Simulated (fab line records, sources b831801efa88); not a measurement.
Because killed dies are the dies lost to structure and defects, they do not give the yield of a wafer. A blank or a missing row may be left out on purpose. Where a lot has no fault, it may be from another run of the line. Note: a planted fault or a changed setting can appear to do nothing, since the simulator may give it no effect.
Comparing a struck lot with a sound one :: flow sky130 :: 14 steps out of a route of 708
Sound: the wafers L368.2, L368.3, L368.6. Struck: wafers L387.1, L387.2, L387.3. At the end, the cause is stated.
At each step with rows: each side's tool, then ch and its chambers, then its first start. Under that, the readings that differ: sound wafers :: struck wafers :: difference of the means :: sigmas: that difference in standard deviations of wafers without a fault.
alike: readings with means less than 2 such deviations apart, plus words and numbers identical on both sides. not compared: withheld readings, readings lacking a value on some wafer, bounds such as >300 that could conceal the same value, and numbers that have no deviation in the record and whose values overlap.
A row with sigmas, a row that says differs or no value, or rows on one side alone: a step with any of these is where the two part. Numbers that don't overlap but have no deviation are shown without sigmas and don't part them. A reading missing from all wafers of one side parts the sides only when that side holds two or more wafers.

first, 4 steps without rows for these wafers: SKY_METAL1_STRIP_21 (strips in post etch residue remover, time 1200 s); SKY_METAL1_CLEAN_22 (cleans in IPA, time 180 s); SKY_METAL1_CLEAN_23 (cleans in O3/DIW); SKY_VIA1_HDPCVD_00 (deposits SiO2, target thk 1030 nm, time 171.7 s).
SKY_VIA1_THK_MEAS_01:
  sound: filmMetro-03 at day 33 10:23; struck: filmMetro-04 at day 39 11:55
  alike: VIA1_HDPCVD_THK
SKY_VIA1_CMP_02: polishes SiO2.
  sound on cmp-02 ch 0,1,2, day 33 10:26; struck on cmp-01 ch 0,1,3, day 39 11:58
  alike: motorCurrentA
SKY_VIA1_BOW_MEAS_03:
  sound: filmMetro-03 at day 33 10:46; struck: filmMetro-04 at day 39 12:16
  alike: VIA1_BOW
then, 5 steps without rows for these wafers: SKY_VIA1_DEHYDRATE_04 (time 60 s); SKY_VIA1_HMDS_05 (prime time 60 s); SKY_VIA1_COAT_06 (resist thk 60 nm); SKY_VIA1_COAT_07 (resist thk 450 nm); SKY_VIA1_SOFTBAKE_08 (time 90 s).
SKY_VIA1_EXPOSE_09: exposes mask VIM, target cd 150 nm.
  struck on krfScanner-02, day 40 00:32; sound on krfScanner-02 ch 0, day 34 00:11
  no value came back on the struck wafers for exposureDoseMJCm2, focusOffsetNm (nm); on the sound wafers exposureDoseMJCm2 reads 37.9 37.9 37.9
  alike: mask
next, for these wafers, 1 step has no rows: SKY_VIA1_PEB_10.

## WHERE THEY PART
Only at SKY_VIA1_EXPOSE_09, as far as this record shows.

WHY: whatever the simulator had introduced
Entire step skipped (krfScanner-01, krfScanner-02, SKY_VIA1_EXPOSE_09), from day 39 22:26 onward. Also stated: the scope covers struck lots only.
